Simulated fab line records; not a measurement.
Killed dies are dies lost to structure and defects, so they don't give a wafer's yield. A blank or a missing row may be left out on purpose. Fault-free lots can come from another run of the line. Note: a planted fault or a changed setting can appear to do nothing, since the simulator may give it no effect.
Which of the tools did it? :: flow sky130 :: 33 wafers from 11 lots sampled at 5 of the route's 708 steps

## WHAT THE GAUGES SHOWED, per wafer
SKY_VIA1_THK_MEAS_01.
lot: L999
measured: day 32 04:26
on: film metro-01
VIA1_HDPCVD_THK (nm): 1051 1045 1066

lot: L100
measured: day 32 11:53
on: film metro-01
VIA1_HDPCVD_THK (nm): 1067 1075 1061

lot: L102
measured: day 33 18:37
on: film metro-03
VIA1_HDPCVD_THK (nm): 1045 1042 1046

lot: L103
measured: day 34 03:02
on: film metro-02
VIA1_HDPCVD_THK (nm): 1051 1061 1066

lot: L106
measured: day 35 03:32
on: film metro-02
VIA1_HDPCVD_THK (nm): 1059 1052 1045

lot: L107
measured: day 35 05:41
on: film metro-01
VIA1_HDPCVD_THK (nm): 1063 1068 1063

lot: L108
measured: day 35 13:59
on: film metro-02
VIA1_HDPCVD_THK (nm): 1053 1061 1051

lot: L114
measured: day 37 09:39
on: film metro-01
VIA1_HDPCVD_THK (nm): 1039 1052 1049

lot: L118
measured: day 39 22:07
on: film metro-01
VIA1_HDPCVD_THK (nm): 1055 1050 1060

lot: L117
measured: day 39 23:42
on: film metro-03
VIA1_HDPCVD_THK (nm): 1053 1054 1044

lot: L122
measured: day 40 08:12
on: film metro-02
VIA1_HDPCVD_THK (nm): 1052 1067 1063

SKY_VIA1_RS_MEAS_22: uses a four-point probe to measure.
lot: L999
measured: day 33 08:46
on: film metro-02
VIA1_W_RS (ohm/sq): 0.426 0.427 0.429

lot: L100
measured: day 33 16:24
on: film metro-01
VIA1_W_RS (ohm/sq): 0.425 0.427 0.425

lot: L102
measured: day 34 21:27
on: film metro-03
VIA1_W_RS (ohm/sq): 0.420 0.424 0.420

lot: L103
measured: day 35 06:32
on: film metro-01
VIA1_W_RS (ohm/sq): 0.427 0.429 0.425

lot: L106
measured: day 36 06:23
on: film metro-03
VIA1_W_RS (ohm/sq): 0.423 0.424 0.424

lot: L107
measured: day 36 10:08
on: film metro-03
VIA1_W_RS (ohm/sq): 0.426 0.428 0.424

lot: L108
measured: day 36 17:16
on: film metro-02
VIA1_W_RS (ohm/sq): 0.430 0.427 0.428

lot: L114
measured: day 38 12:12
on: film metro-02
VIA1_W_RS (ohm/sq): 0.424 0.425 0.445

lot: L118
measured: day 41 00:10
on: film metro-03
VIA1_W_RS (ohm/sq): 0.430 0.428 0.429

lot: L117
measured: day 41 02:06
on: film metro-01
VIA1_W_RS (ohm/sq): 0.429 0.430 0.426

lot: L122
measured: day 41 09:22
on: film metro-03
VIA1_W_RS (ohm/sq): 0.426 0.429 0.423

SKY_VIA1_THK_MEAS_23: measures by xrf.
lot: L999
measured: day 33 08:53
on: film metro-02
VIA1_W_THK (nm): 257 256 256

lot: L100
measured: day 33 16:31
on: film metro-01
VIA1_W_THK (nm): 257 256 257

lot: L102
measured: day 34 21:34
on: film metro-03
VIA1_W_THK (nm): 262 261 263

lot: L103
measured: day 35 06:39
on: film metro-01
VIA1_W_THK (nm): 257 256 257

lot: L106
measured: day 36 06:31
on: film metro-03
VIA1_W_THK (nm): 261 262 261

lot: L107
measured: day 36 10:15
on: film metro-03
VIA1_W_THK (nm): 259 258 260

lot: L108
measured: day 36 17:22
on: film metro-02
VIA1_W_THK (nm): 257 256 257

lot: L114
measured: day 38 12:19
on: film metro-02
VIA1_W_THK (nm): 256 257 245

lot: L118
measured: day 41 00:16
on: film metro-03
VIA1_W_THK (nm): 262 261 260

lot: L117
measured: day 41 02:13
on: film metro-01
VIA1_W_THK (nm): 255 256 257

lot: L122
measured: day 41 09:28
on: film metro-03
VIA1_W_THK (nm): 262 260 264

## WHAT TOOL EACH LOT RAN ON (gives the tool, then ch and the chambers of the sampled wafers, and finally the start)
lot: L999
SKY_METAL1_STRIP_20: plasma asher-01 ch 1, day 32 03:43
SKY_VIA1_CVD_21: cvd w-01 ch 0,1, day 33 08:40

lot: L100
SKY_METAL1_STRIP_20: plasma asher-01 ch 0,1, day 32 11:09
SKY_VIA1_CVD_21: cvd w-01 ch 0,1, day 33 16:17

lot: L102
SKY_METAL1_STRIP_20: plasma asher-02 ch 0,1, day 33 17:53
SKY_VIA1_CVD_21: cvd w-02 ch 0, day 34 21:20

lot: L103
SKY_METAL1_STRIP_20: plasma asher-01 ch 0,1, day 34 02:14
SKY_VIA1_CVD_21: cvd w-02 ch 0,1, day 35 06:26

lot: L106
SKY_METAL1_STRIP_20: plasma asher-01 ch 0,1, day 35 02:50
SKY_VIA1_CVD_21: cvd w-01 ch 0,1, day 36 06:18

lot: L107
SKY_METAL1_STRIP_20: plasma asher-02 ch 0,1, day 35 04:56
SKY_VIA1_CVD_21: cvd w-02 ch 0,1, day 36 10:02

lot: L108
SKY_METAL1_STRIP_20: plasma asher-04 ch 0,1, day 35 13:15
SKY_VIA1_CVD_21: cvd w-02 ch 0,1, day 36 17:10

lot: L114
SKY_METAL1_STRIP_20: plasma asher-04 ch 0,1, day 37 08:56
SKY_VIA1_CVD_21: cvd w-02 ch 0,1, day 38 12:05

lot: L118
SKY_METAL1_STRIP_20: plasma asher-04 ch 0,1, day 39 21:25
SKY_VIA1_CVD_21: cvd w-01 ch 0,1, day 41 00:03

lot: L117
SKY_METAL1_STRIP_20: plasma asher-01 ch 0,1, day 39 22:59
SKY_VIA1_CVD_21: cvd w-01 ch 0,1, day 41 01:59

lot: L122
SKY_METAL1_STRIP_20: plasma asher-04 ch 0,1, day 40 07:28
SKY_VIA1_CVD_21: cvd w-01 ch 0,1, day 41 09:15
- SKY_METAL1_STRIP_20: strips in O2/N2.
- SKY_VIA1_CVD_21: deposits W, target thk 270 nm, time 80.902 s.

## AS READ BY THE TOOLS THEMSELVES (means over the sampled wafers that have a number; for cases with no such wafer, the mark the record gives instead)
SKY_METAL1_STRIP_20.
lot: L999
tool: plasma asher-01
drypump motor current A (A): 5.69
oes product au (a.u.): 0.341
strip time to endpoint s (s): 2.64

lot: L100
tool: plasma asher-01
drypump motor current A (A): 5.83
oes product au (a.u.): 0.334
strip time to endpoint s (s): 2.64

lot: L102
tool: plasma asher-02
drypump motor current A (A): 5.95
oes product au (a.u.): 0.342
strip time to endpoint s (s): 2.69

lot: L103
tool: plasma asher-01
drypump motor current A (A): 5.95
oes product au (a.u.): 0.338
strip time to endpoint s (s): 2.68

lot: L106
tool: plasma asher-01
drypump motor current A (A): 5.84
oes product au (a.u.): 0.344
strip time to endpoint s (s): 2.71

lot: L107
tool: plasma asher-02
drypump motor current A (A): 5.96
oes product au (a.u.): 0.345
strip time to endpoint s (s): 2.68

lot: L108
tool: plasma asher-04
drypump motor current A (A): 5.97
oes product au (a.u.): 0.338
strip time to endpoint s (s): 2.65

lot: L114
tool: plasma asher-04
drypump motor current A (A): 5.98
oes product au (a.u.): 0.344
strip time to endpoint s (s): 2.70

lot: L118
tool: plasma asher-04
drypump motor current A (A): 6.10
oes product au (a.u.): 0.349
strip time to endpoint s (s): 2.74

lot: L117
tool: plasma asher-01
drypump motor current A (A): 5.96
oes product au (a.u.): 0.346
strip time to endpoint s (s): 2.69

lot: L122
tool: plasma asher-04
drypump motor current A (A): 5.98
oes product au (a.u.): 0.340
strip time to endpoint s (s): 2.67

SKY_VIA1_CVD_21.
lot: L999
tool: cvd w-01
heater power w (W): 788

lot: L100
tool: cvd w-01
heater power w (W): 782

lot: L102
tool: cvd w-02
heater power w (W): 790

lot: L103
tool: cvd w-02
heater power w (W): 816

lot: L106
tool: cvd w-01
heater power w (W): 787

lot: L107
tool: cvd w-02
heater power w (W): 816

lot: L108
tool: cvd w-02
heater power w (W): 835

lot: L114
tool: cvd w-02
heater power w (W): 846

lot: L118
tool: cvd w-01
heater power w (W): 776

lot: L117
tool: cvd w-01
heater power w (W): 788

lot: L122
tool: cvd w-01
heater power w (W): 840

## THE ANSWER, worked out from the rows above alone
Rule: the lots themselves supply what counts as usual. The widest of any qualifying gaps counts: lots, ordered by their means at a reading, are off when they make up no more than a third of the lots, leave a main group of 4 or more, and stand apart from it by 3 or more times the standard deviation of that group's means. A main group is skipped when, at the precision printed for the reading in the tables above, its means are all equal. A lot without any number at a reading at which 4 lots or more have one is off too. Any other lot the step has rows for is counted as sound. First the gauges in route order, then the tools' own readings, where a lot's mean is used as printed above. The first step at which some lot is off is used, and at that step the reading that is off furthest; a lot without a number counts as furthest.
Across all readings shown, no lot is off: no conclusion can be drawn from this.

## WHAT THE SIMULATOR HAD PUT IN
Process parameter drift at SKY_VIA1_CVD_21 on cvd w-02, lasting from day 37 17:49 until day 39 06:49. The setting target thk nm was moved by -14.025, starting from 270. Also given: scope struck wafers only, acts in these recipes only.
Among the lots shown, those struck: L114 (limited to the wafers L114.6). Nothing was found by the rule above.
